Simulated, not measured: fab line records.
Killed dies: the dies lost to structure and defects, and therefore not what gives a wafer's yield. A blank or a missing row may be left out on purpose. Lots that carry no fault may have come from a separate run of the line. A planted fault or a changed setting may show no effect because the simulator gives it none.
2 desks, one fault -- flow gf180mcu -- each desk has only its own numbers; what lay behind them comes last

AT THE METROLOGY DESK
What the gauges read, lot by lot, whatever tool the lot ran on: means of the sampled wafers that have a number. If a lot's mean is further than 4 standard deviations from the usual mean, the lot is out of limits and carries the mark OUT (the distance appears in the brackets). Of its 9 readings 7 are shown: those that lie furthest out on some lot.
Columns: A = CONTACT_W_RS at GF_CONTACT_RS_MEAS_25, usual 0.382 ohm/sq; B = CONTACT_W_THK at GF_CONTACT_THK_MEAS_26, usual 309 nm; C = M1_ALCU_RS at GF_M1_RS_MEAS_05, usual 0.0697 ohm/sq; D = M1_ALCU_THK at GF_M1_THK_MEAS_06, usual 446 nm; E = cd_nm at GF_M1_CD_MEAS_14, usual 230.4 nm; F = M1_OVL at GF_M1_OVL_MEAS_15, usual -1 nm; G = V1_CVD_02_THK at GF_V1_THK_MEAS_03, usual 854 nm
lot,first seen here,A,B,C,D,E,F,G
L220,day 16 12:41,0.379,311,0.0708,437,231.4,-2,842
L228,day 19 20:08,0.389,303,0.0709,439,232.0,-2,856
L229,day 20 05:45,0.385,306,0.0709,439,230.3,-4,860
L232,day 21 09:16,0.377,314,0.0703,446,231.1,-3,847
L237,day 22 17:55,0.380,311,0.0689,454,230.5,4,846
L238,day 22 22:33,0.383,309,0.0694,449,227.5,4,849
Result from this desk: across the 6 lots, nothing is out of limits.

FOR THE TOOL OWNER'S DESK: pvd_sputter-02
The tool's own readings at GF_M1_SPUTTER_04 (material TiN, target thk 50 nm, time 41.7 s): means of the sampled wafers that have a number, for each lot that ran on this tool. If a lot's mean is further than 4 standard deviations from the usual mean, the lot is out of limits and carries the mark OUT (the distance appears in the brackets).
Columns: A = chamber_pressure_pa at GF_M1_SPUTTER_04, usual 0.4001 Pa; B = throttle_valve_pct at GF_M1_SPUTTER_04, usual 30.0 %
lot,first seen here,A,B
L220,day 16 13:22,0.3995,29.9
L228,day 19 20:49,0.3272 (-85) OUT,34.7 (+4.9) OUT
L229,day 20 06:25,0.3282 (-84) OUT,33.1
Finding of this desk: L228, L229 out of limits; the first was L228 at day 19 20:49, on chamber_pressure_pa at GF_M1_SPUTTER_04. In limits: L220.

ALL TOGETHER
At day 19 20:49, on L228, L229, the tool owner's desk was in a position to raise an alarm.
At the metrology desk, nothing out of limits was observed.
The metrology desk holds a record of L228, L229, inside its limits.
GF_M1_SPUTTER_04 was run on pvd_sputter-02 by each of the lots named.

WHAT THE SIMULATOR HAD INSERTED
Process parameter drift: pvd_sputter-02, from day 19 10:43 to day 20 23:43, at GF_M1_SPUTTER_04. From 0.4, the setting chamber_pressure_pa moved by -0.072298. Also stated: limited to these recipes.
Lots struck among those shown: L228, L229.
How many hours passed from the start of the fault until each desk's first out-of-limits reading: the tool owner's desk, 10.
